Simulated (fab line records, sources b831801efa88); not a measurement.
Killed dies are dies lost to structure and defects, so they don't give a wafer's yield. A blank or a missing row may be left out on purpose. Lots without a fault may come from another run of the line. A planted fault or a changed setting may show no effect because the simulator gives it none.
Chamber matching | flow gf180mcu | GF_V2_CMP_26 on cmp-01: 4 sister chambers
The step polishes, stops on SiO2, t overpolish 15 s, target thk 0 nm. 8 wafers are shown with their chamber, then 9 later ones without.

WAFERS WITH THEIR CHAMBER
wafer  | chamber | motor_current_A (A) | time_to_endpoint_s (s)
L615.3 | 1       | 10.9                | 88
L622.6 | 3       | 9.7                 | 73
L623.3 | 2       | 11.4                | 85
L623.4 | 3       | 9.6                 | 80
L623.5 | 0       | 9.8                 | 80
L624.1 | 0       | 10.2                | 87
L624.3 | 2       | 11.2                | 87
L624.4 | 1       | 11.1                | 85

WAFERS WITHOUT THEIR CHAMBER
wafer  | motor_current_A (A) | time_to_endpoint_s (s)
L625.2 | 9.6                 | 89
L625.3 | 10.8                | 91
L625.6 | 11.2                | 94
L629.1 | 11.5                | 84
L629.3 | 11.1                | 87
L629.4 | 10.0                | 83
L631.3 | 9.6                 | 80
L631.4 | 11.3                | 82
L631.5 | 10.9                | 86

WHICH CHAMBER EACH WENT THROUGH
wafer  | from the rows above     | in truth
L625.2 | can't be placed: 0 or 3 | 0
L625.3 | can't be placed: 1 or 2 | 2
L625.6 | can't be placed: 2 or 1 | 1
L629.1 | can't be placed: 2 or 1 | 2
L629.3 | can't be placed: 1 or 2 | 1
L629.4 | 0                       | 0
L631.3 | can't be placed: 3 or 0 | 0
L631.4 | can't be placed: 2 or 1 | 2
L631.5 | can't be placed: 1 or 2 | 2
Placed correctly: 1 of 9. Can't be placed from these rows: 8 (the true chamber is among the candidates in 8). Placed wrongly: 0.
How it was worked out, from the rows above alone: a wafer's distance from a chamber is the root of the sum, over the readings, of the square of ((its reading less the chamber's mean) divided by the reading's scatter). The wafer belongs to the nearest chamber; if the next one is less than 2 further off, it can't be placed. A chamber's mean is the mean of its shown wafers. The scatter: the root of (the sum of the squares of (reading less its chamber's mean) over the shown wafers, divided by (wafers less chambers)).
